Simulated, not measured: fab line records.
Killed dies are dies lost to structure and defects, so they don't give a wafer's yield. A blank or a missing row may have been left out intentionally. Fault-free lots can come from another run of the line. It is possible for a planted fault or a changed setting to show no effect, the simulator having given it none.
Struck lot and sound lot, side by side -- flow sky130 -- 17 steps out of a route of 708
Sound: these wafers, L282.4, L282.5, L282.6. Wafers struck: L296.3, L296.4, L296.5. The cause is given at the end.
Per side, at each step with rows, come the tool, then ch with its chambers, and then its first start. Under that, the readings that differ: sound wafers -- struck wafers -- difference of the means -- sigmas: that difference in standard deviations of wafers without a fault.
alike: words and numbers the same on both sides, and readings whose means are apart by under 2 such deviations; not compared: readings that were withheld, readings missing a value for some wafer, numbers with overlapping values and no deviation given by the record, and bounds like >300 which may hide the same value.
Wherever a step has rows on one side only, a row that says differs or no value, or a row with sigmas, the two part there. Numbers that don't overlap but have no deviation are shown without sigmas and don't part them. A reading missing from all wafers of one side parts the sides only when that side holds two or more wafers.

SKY_LDD_P_OVL_MEAS_08:
  sound on overlay-02 at day 19 18:20; struck on overlay-01 at day 24 13:59
  alike: LDD_P_OVL
after that, 1 step had no rows for these wafers: SKY_LDD_P_IMPLANT_09.
SKY_LDD_P_STRIP_10: strips in O2/N2.
  sound on plasmaAsher-04 ch 0,1, day 19 18:32; struck on plasmaAsher-04 ch 0,1, day 24 14:11
  alike: drypumpMotorCurrentA, oesProductAu, stripTimeToEndpointS
  not compared: rfHoursCounterH
SKY_LDD_P_TW_MEAS_11:
  sound on filmMetro-03 at day 19 18:38; struck on filmMetro-03 at day 24 14:17
  alike: LDD_P_TW
then, 7 steps without rows for these wafers: SKY_LDD_HVN_DEHYDRATE_00 (time 60 s); SKY_LDD_HVN_HMDS_01 (prime time 60 s); SKY_LDD_HVN_COAT_02 (resist thk 300 nm); SKY_LDD_HVN_SOFTBAKE_03 (time 60 s); SKY_LDD_HVN_EXPOSE_04 (exposes mask HVNTM, target cd 700 nm); SKY_LDD_HVN_PEB_05; SKY_LDD_HVN_DEVELOP_06 (develop time 60 s).
SKY_LDD_HVN_OVL_MEAS_07:
  sound on overlay-02 at day 21 01:47; struck on overlay-01 at day 25 19:38
  alike: LDD_HVN_OVL
SKY_LDD_HVN_IMPLANT_08:
  sound on implanter-02 ch 0, day 21 01:53; struck on implanter-02 ch 0, day 25 19:43
reading,sound,struck,difference,sigmas
doseIonsCm2,3.002e+13 3.005e+13 3e+13,1.807e+13 1.804e+13 1.812e+13,-1.195e+13,-99 or more
faradayCurrentUA,161 173 170,104 96 98,-69,-18
SKY_LDD_HVN_STRIP_09: strips in O2/N2.
  sound on plasmaAsher-03 ch 0,1, day 21 01:59; struck on plasmaAsher-03 ch 0,1, day 25 19:51
  alike: drypumpMotorCurrentA, oesProductAu, stripTimeToEndpointS
  not compared: rfHoursCounterH
SKY_LDD_HVN_TW_MEAS_10:
  sound on filmMetro-01 at day 21 02:05; struck on filmMetro-03 at day 25 19:56
reading,sound,struck,difference,sigmas
LDD_HVN_TW,1462 1447 1452,1235 1237 1234,-218,-28
then, 1 step without rows for these wafers: SKY_LDD_HVP_DEHYDRATE_00 (time 60 s).
-- record jumps: 23 days separate the struck wafers' starts on either side; left off in module LDD_HVP, taken up again in module PAD_OPEN, whose first shown step is the route's number 708 --
SKY_PAD_OPEN_PROBE_99:
  sound on prober-02 at day 46 07:31; struck on prober-01 at day 49 07:31
reading,sound,struck,difference,sigmas
model.etest.tip_n_5v.rsOhmSq,1389 1389 1394,2025 2032 2035,+640,
model.etest.nfetG5v0d10v5.rOnOhmUm,1881 1860 1909,1994 1983 1979,+102,
model.etest.nfetG5v0d10v5.driveUaUm,607.2 614.6 595.9,557.5 567.6 564.8,-42.6,
model.etest.nfet_05v0_nvt.driveUaUm,571 586.1 566.9,549 549.5 547.1,-26,
model.etest.nfetG5v0d10v5.vtSatV (V),0.7501 0.7443 0.7558,0.8185 0.8041 0.8063,+0.0596,
model.etest.nfetG5v0d10v5.vtV (V),0.8061 0.8003 0.8131,0.8636 0.8517 0.8528,+0.0495,
  alike: killed_at_M0_to_M3, killed_at_M4_up, killedAtContacts, killedAtFrontEnd, killedAtOther, killedDies, killedOpen, killedShort
  not compared: model.etest.tip_n_5v.rsOhmSqRange, model.etest.ring_5v.delayPs

== WHERE THEY PART ==
Earliest at SKY_LDD_HVN_IMPLANT_08; latest, in this record, at SKY_LDD_HVN_TW_MEAS_10. Later steps at which nothing parts them and some readings are alike: SKY_PAD_OPEN_PROBE_99.

WHY: the cause the simulator had injected
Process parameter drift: implanter-02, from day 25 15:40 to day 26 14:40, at SKY_LDD_HVN_IMPLANT_08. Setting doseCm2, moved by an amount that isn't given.
